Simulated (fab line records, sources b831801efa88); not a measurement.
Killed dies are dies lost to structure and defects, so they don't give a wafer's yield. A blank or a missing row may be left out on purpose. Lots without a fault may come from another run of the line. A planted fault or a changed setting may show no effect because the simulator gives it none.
fab line records | flow gf180mcu
record lots=7 wafers=21 last_day=33
route steps=602 shown V2@399 M3@409
lots that met no fault: from a run of the same line without faults
start_h: hours from the record's first day to the start of the lot's first wafer shown | wait_h: hours since the lot's step before | " the same as in the row above | L1.1+2: a row that stands for several wafers | - no value, or no start given | * or withheld: withheld | < > ~ a bound
route shown NAME@n: a module of which the file shows steps, and the number in the route of the first | usual: mean/standard deviation of fault-free wafers | same: alike in all rows | chamber/n: place in a boat | sites: the reading at each site | _std_site: their standard deviation | _edge_site: outer sites' mean less inner sites' | radius_mm: how far each site lies from the wafer's centre | mask NAME#n: copy n | behind: the tool/chamber that last shaped the wafer | hold: why the lot was held/for how many hours/how that ended | device: the transistor (n, p or np) that didn't switch | end of line: the same wafers' tests at the end of the route | a step without rows: its recipe alone | killed: dies lost to structure and defects at the first sort, not the wafer's yield | map: a wafer's dies, x killed, . not, _ none there
set.NAME: the setting as run; set.NAME@STEP: as run at that earlier step | model.NAME: the simulator's own value behind a step, which no gauge read
lots at some steps of the route; a table a step, a row a wafer
services: from which hour (start_h, from the record's first day; less than 0 if before it) a tool's chamber was out of use, for how many hours, and why
## steps
# step GF_V2_ETCH_17
# recipe chemistry=C4F8/O2/Ar mask_material=KrF target=SiO2 stop_on=TiN source_w=1500 bias_w=1200 pressure_mtorr=40 c4f8_flow_sccm=withheld O2_flow_sccm=6 Ar_flow_sccm=300 time_s=withheld target_depth_a=6300
# usual oes_product_au=0.856/0.005
# columns lot.wafer tool chamber start_h wait_h oes_product_au
L593.2 rie_diel-02 0 - - 0.870
L593.3 " 1 " " 0.856
L593.4 " 3 " " 0.852
L596.2 rie_diel-02 3 - - 0.856
L596.3 " 2 " " 0.863
L596.6 " 2 " " 0.848
L607.2 rie_diel-01 0 - - 0.850
L607.3 " 2 " " 0.852
L607.5 " 0 " " 0.857
L608.2 rie_diel-01 3 - - 0.857
L608.3 " 1 " " 0.847
L608.5 " 2 " " 0.850
L609.4 rie_diel-01 0 - - 0.857
L609.5 " 0 " " 0.858
L609.6 " 1 " " 0.853
L612.3 rie_diel-01 1 - - 0.857
L612.4 " 2 " " 0.858
L612.5 " 0 " " 0.865
L613.2 rie_diel-04 1 - - 0.859
L613.3 " 3 " " 0.854
L613.6 " 2 " " 0.859
# step GF_V2_STRIP_18
# recipe chemistry=O2/N2 power_w=1400 pressure_mtorr=1500 platen_temp_c=250 o2_flow_sccm=3000 n2_flow_sccm=300 overash_fraction=0.5
# usual drypump_motor_current_A=5.8/0.41 heater_power_w=347/31 o2_flow_sccm=2998/10 oes_product_au=0.593/0.0049
# columns lot.wafer tool chamber start_h wait_h drypump_motor_current_A heater_power_w o2_flow_sccm oes_product_au rf_hours_counter_h
L593.2 plasma_asher-01 0 466.01 - 5.9 378 2999 0.585 71
L593.3 " 0 " " 5.9 380 3005 0.593 -
L593.4 " 1 " " 4.8 377 2985 0.590 -
L596.2 plasma_asher-03 1 504.85 - 6.0 369 2991 0.592 41
L596.3 " 1 " " 6.0 372 2994 0.588 -
L596.6 " 0 " " 5.4 330 3004 0.587 -
L607.2 plasma_asher-02 1 592.35 - 6.2 304 3001 0.587 17
L607.3 " 1 " " 6.2 298 3003 0.598 -
L607.5 " 1 " " 6.2 304 2999 0.588 -
L608.2 plasma_asher-01 1 599.30 - 4.8 370 2971 0.601 84
L608.3 " 0 " " 5.9 378 3020 0.586 -
L608.5 " 1 " " 4.8 367 2976 0.598 -
L609.4 plasma_asher-02 0 601.33 - 5.8 369 2998 0.596 -
L609.5 " 1 " " 6.2 294 3017 0.593 -
L609.6 " 0 " " 5.8 376 3009 0.585 -
L612.3 plasma_asher-03 1 622.44 - 6.1 355 2976 0.589 -
L612.4 " 0 " " 5.4 328 2994 0.592 -
L612.5 " 0 " " 5.4 329 3017 0.590 -
L613.2 plasma_asher-02 0 629.90 - 5.9 371 3000 0.594 21
L613.3 " 1 " " 6.2 292 2978 0.585 -
L613.6 " 0 " " 5.8 378 2990 0.588 -
# step GF_V2_STRIP_19
# recipe chemistry=post_etch_residue_remover time_s=1200 temp_c=72.5
# step GF_V2_CLEAN_20
# recipe chemistry=DIW dry=n2_spin
# step GF_V2_SPUTTER_21
# recipe material=Ti target_thk_nm=15 chamber_pressure_pa=5 power_w=2500 substrate_temp_c=200 time_s=80.02
# step GF_V2_SPUTTER_22
# recipe material=TiN target_thk_nm=10 chamber_pressure_pa=5 power_w=4000 time_s=40
# step GF_V2_CVD_23
# recipe material=W target_thk_nm=350 time_s=104.94 temp_c=400 pressure_torr=40
# step GF_V2_RS_MEAS_24
# recipe thk_meas_gauge=four-point-probe reads=W_of_V2_CVD_23+TiN_of_V2_SPUTTER_22+Ti_of_V2_SPUTTER_21
# usual V2_W_RS=0.327/0.0036
# columns lot.wafer tool chamber start_h wait_h V2_W_RS[ohm/sq]
L593.2 film_metro-04 - 466.77 0.1 0.331
L593.3 " - " " 0.333
L593.4 " - " " 0.324
L596.2 film_metro-04 - 505.64 0.1 0.330
L596.3 " - " " 0.334
L596.6 " - " " 0.330
L607.2 film_metro-03 - 593.16 0.1 0.330
L607.3 " - " " 0.333
L607.5 " - " " 0.329
L608.2 film_metro-04 - 600.06 0.1 0.324
L608.3 " - " " 0.325
L608.5 " - " " 0.315
L609.4 film_metro-01 - 602.13 0.1 0.321
L609.5 " - " " 0.322
L609.6 " - " " 0.326
L612.3 film_metro-04 - 623.22 0.1 0.325
L612.4 " - " " 0.322
L612.5 " - " " 0.327
L613.2 film_metro-04 - 630.67 0.1 0.331
L613.3 " - " " 0.324
L613.6 " - " " 0.325
# step GF_V2_THK_MEAS_25
# recipe thk_meas_gauge=xrf reads=W_of_V2_CVD_23
# usual V2_W_THK=366/6.3
# columns lot.wafer tool chamber start_h wait_h V2_W_THK[nm]
L593.2 film_metro-04 - 466.88 0.1 362
L593.3 " - " " 358
L593.4 " - " " 368
L596.2 film_metro-04 - 505.75 0.1 356
L596.3 " - " " 354
L596.6 " - " " 358
L607.2 film_metro-03 - 593.27 0.1 371
L607.3 " - " " 365
L607.5 " - " " 368
L608.2 film_metro-04 - 600.17 0.1 365
L608.3 " - " " 365
L608.5 " - " " 377
L609.4 film_metro-01 - 602.22 0.1 376
L609.5 " - " " 377
L609.6 " - " " 369
L612.3 film_metro-04 - 623.32 0.1 366
L612.4 " - " " 368
L612.5 " - " " 360
L613.2 film_metro-04 - 630.78 0.1 358
L613.3 " - " " 366
L613.6 " - " " 364
# step GF_V2_CMP_26
# recipe stop_on=SiO2 down_force_psi=3.5 platen_rpm=60 t_overpolish_s=15 target_thk_nm=0 pad_velocity_m_s=0.94248
# usual motor_current_A=10.6/0.81 overpolish_run_s=15.001/0.0088 time_to_endpoint_s=85/6.4
# columns lot.wafer tool chamber start_h wait_h motor_current_A overpolish_run_s time_to_endpoint_s
L593.3 cmp-01 1 466.93 0.0 11.6 14.989 75
L593.2 " 2 " " 9.8 14.991 81
L593.4 " 3 " " 11.0 14.990 78
L596.2 cmp-01 2 505.80 0.0 9.3 15.016 85
L596.3 " 0 " " 9.7 15.004 90
L596.6 " 2 " " 9.5 14.992 85
L607.2 cmp-01 2 593.32 0.0 9.9 14.989 89
L607.3 " 0 " " 9.4 14.995 94
L607.5 " 3 " " 11.1 15.006 83
L608.3 cmp-02 3 600.27 0.1 11.3 15.007 93
L608.2 " 1 " " 11.0 15.012 79
L608.5 " 3 " " 11.8 15.006 97
L609.4 cmp-01 1 602.35 0.1 11.9 14.994 91
L609.6 " 3 " " 11.0 15.005 85
L609.5 " 0 " " 10.1 15.001 98
L612.4 cmp-02 1 623.56 0.2 10.2 14.995 75
L612.3 " 2 " " 11.2 14.996 79
L612.5 " 0 " " 10.2 15.001 79
L613.2 cmp-02 1 630.83 0.0 10.6 14.992 76
L613.3 " 2 " " 11.1 14.991 86
L613.6 " 1 " " 10.3 14.991 78
# step GF_M3_SPUTTER_00
# recipe material=Ti target_thk_nm=37.5 arriving_ion_energy_ev=80 substrate_temp_c=200 chamber_pressure_pa=2 power_w=4000 time_s=150
# usual cathode_dc_power_W=3999.9/0.67 chamber_pressure_pa=2.000/0.0039 throttle_valve_pct=30.2/1.1
# columns lot.wafer tool chamber start_h wait_h cathode_dc_power_W chamber_pressure_pa throttle_valve_pct
L593.2 pvd_sputter-01 - 467.23 0.2 3999.7 1.995 28.8
L593.3 " - " " 3998.7 1.999 29.9
L593.4 " - " " 4000.8 1.998 29.4
L596.2 pvd_sputter-02 - 506.10 0.2 3998.8 2.005 31.8
L596.3 " - " " 3999.0 1.996 31.2
L596.6 " - " " 4000.6 1.997 31.8
L607.2 pvd_sputter-02 - 593.62 0.2 4000.4 1.998 31.6
L607.3 " - " " 4000.2 2.006 30.0
L607.5 " - " " 3999.6 2.004 31.2
L608.2 pvd_sputter-02 - 600.52 0.1 4001.2 2.000 31.6
L608.3 " - " " 3999.6 1.992 30.2
L608.5 " - " " 3998.6 1.993 30.3
L609.4 pvd_sputter-02 - 602.55 0.1 4000.4 1.995 31.0
L609.5 " - " " 4000.9 1.996 30.2
L609.6 " - " " 3998.6 2.005 31.8
L612.3 pvd_sputter-02 - 623.81 0.1 4000.8 2.001 30.1
L612.4 " - " " 3999.9 1.998 30.9
L612.5 " - " " 3999.9 2.000 31.7
L613.2 pvd_sputter-02 - 631.13 0.2 4001.1 1.997 30.0
L613.3 " - " " 4000.4 1.995 31.5
L613.6 " - " " 4000.2 1.998 30.1
# step GF_M3_SPUTTER_01
# recipe material=TiN target_thk_nm=30 power_w=6500 time_s=25 chamber_pressure_pa=0.4
# step GF_M3_SPUTTER_02
# recipe material=AlCu target_thk_nm=450 power_w=10600 time_s=23.9 chamber_pressure_pa=0.4
# usual cathode_dc_power_W=10600/1.9 chamber_pressure_pa=0.4000/0.00098 throttle_valve_pct=30.2/1.1
# columns lot.wafer tool chamber start_h wait_h cathode_dc_power_W chamber_pressure_pa throttle_valve_pct
L593.2 pvd_sputter-01 - 467.36 0.0 10599 0.4007 29.1
L593.3 " - " " 10602 0.4002 29.5
L593.4 " - " " 10598 0.3995 29.5
L596.2 pvd_sputter-02 - 506.23 0.0 10597 0.4000 31.7
L596.3 " - " " 10600 0.4000 31.1
L596.6 " - " " 10601 0.4010 31.7
L607.2 pvd_sputter-02 - 593.75 0.0 - - -
L607.3 " - " " - - -
L607.5 " - " " - - -
L608.2 pvd_sputter-02 - 600.65 0.0 - - -
L608.3 " - " " - - -
L608.5 " - " " - - -
L609.4 pvd_sputter-02 - 602.68 0.0 - - -
L609.5 " - " " - - -
L609.6 " - " " - - -
L612.3 pvd_sputter-02 - 623.95 0.0 10600 0.4003 30.0
L612.4 " - " " 10597 0.4023 30.9
L612.5 " - " " 10599 0.3994 31.5
L613.2 pvd_sputter-02 - 631.26 0.0 10601 0.3993 29.8
L613.3 " - " " 10600 0.3998 31.9
L613.6 " - " " 10600 0.3987 30.3
# step GF_M3_SPUTTER_03
# recipe material=Ti target_thk_nm=10 substrate_temp_c=300 chamber_pressure_pa=0.3 power_w=3000 time_s=6.7
# usual cathode_dc_power_W=3000.2/0.5 chamber_pressure_pa=0.3000/0.00061 throttle_valve_pct=30.2/1.1
# columns lot.wafer tool chamber start_h wait_h cathode_dc_power_W chamber_pressure_pa throttle_valve_pct
L593.2 pvd_sputter-01 - 467.39 0.0 2999.8 0.3006 29.1
L593.3 " - " " 3000.6 0.3000 29.8
L593.4 " - " " 3000.1 0.2990 29.3
L596.2 pvd_sputter-02 - 506.26 0.0 2999.9 0.2999 31.7
L596.3 " - " " 2999.7 0.2992 30.9
L596.6 " - " " 2999.9 0.3007 32.0
L607.2 pvd_sputter-02 - 593.78 0.0 3000.6 0.3003 31.7
L607.3 " - " " 3000.7 0.3000 30.1
L607.5 " - " " 2999.1 0.2996 31.0
L608.2 pvd_sputter-02 - 600.68 0.0 3000.1 0.3000 32.0
L608.3 " - " " 3000.2 0.2986 30.2
L608.5 " - " " 2998.9 0.3006 30.2
L609.4 pvd_sputter-02 - 602.71 0.0 2999.5 0.3001 31.0
L609.5 " - " " 3000.3 0.3002 30.2
L609.6 " - " " 3000.2 0.3005 31.5
L612.3 pvd_sputter-02 - 623.98 0.0 3000.5 0.2998 30.2
L612.4 " - " " 2999.9 0.3005 31.1
L612.5 " - " " 2999.1 0.2994 31.8
L613.2 pvd_sputter-02 - 631.29 0.0 2999.7 0.3000 29.6
L613.3 " - " " 2999.8 0.2996 31.9
L613.6 " - " " 2999.8 0.3007 30.4
# step GF_M3_SPUTTER_04
# recipe material=TiN target_thk_nm=50 power_w=6500 time_s=41.7 chamber_pressure_pa=0.4
# step GF_M3_RS_MEAS_05
# recipe thk_meas_gauge=four-point-probe reads=TiN_of_M3_SPUTTER_04+Ti_of_M3_SPUTTER_03+AlCu_of_M3_SPUTTER_02+TiN_of_M3_SPUTTER_01+Ti_of_M3_SPUTTER_00
# usual M3_ALCU_RS=0.0695/0.00092
# columns lot.wafer tool chamber start_h wait_h M3_ALCU_RS[ohm/sq]
L593.2 film_metro-01 - 467.47 0.0 0.0699
L593.3 " - " " 0.0689
L593.4 " - " " 0.0705
L596.2 film_metro-04 - 506.34 0.0 0.0684
L596.3 " - " " 0.0684
L596.6 " - " " 0.0678
L607.2 film_metro-01 - 593.86 0.0 7.2119
L607.3 " - " " 7.2168
L607.5 " - " " 7.2084
L608.2 film_metro-01 - 600.76 0.0 7.1178
L608.3 " - " " 7.0758
L608.5 " - " " 7.0959
L609.4 film_metro-01 - 602.83 0.1 7.1793
L609.5 " - " " 7.1881
L609.6 " - " " 7.1986
L612.3 film_metro-01 - 624.08 0.1 0.0688
L612.4 " - " " 0.0692
L612.5 " - " " 0.0682
L613.2 film_metro-04 - 631.37 0.0 0.0700
L613.3 " - " " 0.0692
L613.6 " - " " 0.0689
# step GF_M3_THK_MEAS_06
# recipe thk_meas_gauge=xrf reads=AlCu_of_M3_SPUTTER_02
# usual M3_ALCU_THK=447/6.2
# columns lot.wafer tool chamber start_h wait_h M3_ALCU_THK[nm]
L593.2 film_metro-01 - 467.58 0.1 446
L593.3 " - " " 450
L593.4 " - " " 441
L596.2 film_metro-04 - 506.45 0.1 451
L596.3 " - " " 453
L596.6 " - " " 453
L607.2 film_metro-01 - 593.97 0.1 <0
L607.3 " - " " <0
L607.5 " - " " <0
L608.2 film_metro-01 - 600.87 0.1 <0
L608.3 " - " " <0
L608.5 " - " " <0
L609.4 film_metro-01 - 602.92 0.1 <0
L609.5 " - " " <0
L609.6 " - " " <0
L612.3 film_metro-01 - 624.18 0.1 450
L612.4 " - " " 449
L612.5 " - " " 456
L613.2 film_metro-04 - 631.48 0.1 441
L613.3 " - " " 446
L613.6 " - " " 446
# step GF_M3_DEHYDRATE_07
# recipe temp_c=200 time_s=60
## services
# columns tool chamber start_h hours kind
cmp-01 - 446.18 0.4 repair
cmp-01 - 460.91 1.7 repair
rie_diel-02 - 463.78 0.3 repair
plasma_asher-03 - 464.51 3.4 repair
pvd_sputter-02 - 466.08 6.5 repair
cmp-02 - 474.08 1.5 repair
cmp-01 - 492.65 7.2 pm
rie_diel-02 2 495.78 5.8 repair
rie_diel-02 1 524.39 3.5 repair
cmp-01 - 524.72 2.5 repair
cmp-02 - 526.67 1.0 repair
plasma_asher-01 - 526.92 1.1 repair
rie_diel-02 1 535.59 5.7 repair
cmp-02 - 545.26 0.3 repair
plasma_asher-01 - 550.64 14.1 pm
rie_diel-01 - 568.75 0.9 repair
cmp-01 - 572.00 4.0 pm
cmp-01 - 573.08 0.6 repair
pvd_sputter-01 - 581.00 3.0 repair
rie_diel-01 1 581.69 7.1 repair
plasma_asher-03 - 616.46 0.9 repair
rie_diel-02 - 616.53 0.4 repair
rie_diel-01 - 616.99 0.3 repair
cmp-01 - 619.11 6.0 pm
## key
first_sign step=GF_M3_SPUTTER_02 reading=tool_record direction=missing
effect step=GF_M3_RS_MEAS_05 reading=M3_ALCU_RS direction=up sigmas=99+ usual=0.0695 struck=7.1658
effect step=GF_M3_THK_MEAS_06 reading=M3_ALCU_THK direction=down sigmas=72 usual=447 struck=<0
met_at GF_M3_SPUTTER_02
struck_wafers L607.2,L607.3,L607.5,L608.2,L608.3,L608.5,L609.4,L609.5,L609.6
later_rows_left_out L607.2,L607.3,L607.5,L608.2,L608.3,L608.5,L609.4,L609.5,L609.6
sort_left_out L607.2,L607.3,L607.5,L608.2,L608.3,L608.5,L609.4,L609.5,L609.6
onset_between 506.23 593.75
fault kind=skipped_step_whole tool=pvd_sputter-02 chamber=- onset_h=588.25 steps=GF_M3_SPUTTER_02 scope=struck_lots_only
# sort_left_out: the simulated sort isn't trusted on such a fault, so these wafers' sort isn't shown, and their yield isn't known
# later_rows_left_out: the simulator's readings of these wafers behind a module that went badly wrong aren't trusted and aren't shown, but for the sort
